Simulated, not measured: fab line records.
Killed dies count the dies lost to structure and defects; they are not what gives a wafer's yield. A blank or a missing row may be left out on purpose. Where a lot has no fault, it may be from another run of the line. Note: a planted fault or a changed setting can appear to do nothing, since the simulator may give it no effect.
Chamber matching / flow sky130 / 4 sister chambers for SKY_LI_CONTACT_ETCH_15 on rie_diel-03
The step etches PSG in C4F8/O2/Ar, stops on Si, target depth 600 nm. 20 wafers are shown with their chamber, then 10 later ones without.

## WAFERS WITH THEIR CHAMBER
wafer=L075.1; chamber=1; oes_product_au (a.u.)=0.842
wafer=L075.5; chamber=3; oes_product_au (a.u.)=0.836
wafer=L075.6; chamber=0; oes_product_au (a.u.)=0.834
wafer=L078.1; chamber=2; oes_product_au (a.u.)=0.847
wafer=L078.2; chamber=3; oes_product_au (a.u.)=0.834
wafer=L078.5; chamber=2; oes_product_au (a.u.)=0.841
wafer=L084.1; chamber=1; oes_product_au (a.u.)=0.830
wafer=L084.3; chamber=2; oes_product_au (a.u.)=0.844
wafer=L084.4; chamber=3; oes_product_au (a.u.)=0.832
wafer=L087.1; chamber=0; oes_product_au (a.u.)=0.838
wafer=L087.2; chamber=2; oes_product_au (a.u.)=0.838
wafer=L087.5; chamber=2; oes_product_au (a.u.)=0.846
wafer=L088.1; chamber=1; oes_product_au (a.u.)=0.835
wafer=L088.4; chamber=0; oes_product_au (a.u.)=0.833
wafer=L088.6; chamber=2; oes_product_au (a.u.)=0.836
wafer=L090.1; chamber=2; oes_product_au (a.u.)=0.838
wafer=L090.2; chamber=0; oes_product_au (a.u.)=0.826
wafer=L090.3; chamber=3; oes_product_au (a.u.)=0.838
wafer=L090.4; chamber=1; oes_product_au (a.u.)=0.839
wafer=L090.5; chamber=0; oes_product_au (a.u.)=0.833

SIGNATURES (averages over the wafers above)
reading=oes_product_au; chamber 0=0.83280; chamber 1=0.83650; chamber 2=0.84143; chamber 3=0.83500; scatter within a chamber=0.00424
Rule: a wafer lies at a distance from a chamber equal to the root of the sum of squares, over the readings, of (its reading less the chamber's mean, divided by the reading's scatter). The wafer belongs to the nearest chamber; if the next one is less than 2 further off, it can't be placed. The scatter is the square root of a quotient: the sum, over the shown wafers, of each reading's squared deviation from its chamber's mean, divided by wafers minus chambers.

## WAFERS WHOSE CHAMBER IS MISSING
wafer=L090.6; oes_product_au (a.u.)=0.837
wafer=L091.1; oes_product_au (a.u.)=0.837
wafer=L091.2; oes_product_au (a.u.)=0.838
wafer=L091.6; oes_product_au (a.u.)=0.836
wafer=L095.1; oes_product_au (a.u.)=0.834
wafer=L095.4; oes_product_au (a.u.)=0.829
wafer=L095.6; oes_product_au (a.u.)=0.836
wafer=L097.2; oes_product_au (a.u.)=0.835
wafer=L097.3; oes_product_au (a.u.)=0.841
wafer=L097.4; oes_product_au (a.u.)=0.836

## EACH ONE'S CHAMBER
wafer=L090.6; from the rows above=can't be placed: 1 or 3 or 0 or 2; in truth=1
wafer=L091.1; from the rows above=can't be placed: 1 or 3 or 0 or 2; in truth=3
wafer=L091.2; from the rows above=can't be placed: 1 or 3 or 2 or 0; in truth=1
wafer=L091.6; from the rows above=can't be placed: 1 or 3 or 0 or 2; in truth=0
wafer=L095.1; from the rows above=can't be placed: 3 or 0 or 1 or 2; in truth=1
wafer=L095.4; from the rows above=can't be placed: 0 or 3 or 1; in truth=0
wafer=L095.6; from the rows above=can't be placed: 1 or 3 or 0 or 2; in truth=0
wafer=L097.2; from the rows above=can't be placed: 3 or 1 or 0 or 2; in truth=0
wafer=L097.3; from the rows above=can't be placed: 2 or 1 or 3 or 0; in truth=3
wafer=L097.4; from the rows above=can't be placed: 1 or 3 or 0 or 2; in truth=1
Correct placement for 0 of the 10. Can't be placed from these rows: 10 (the true chamber is among the candidates in 10). Number placed wrongly: 0.
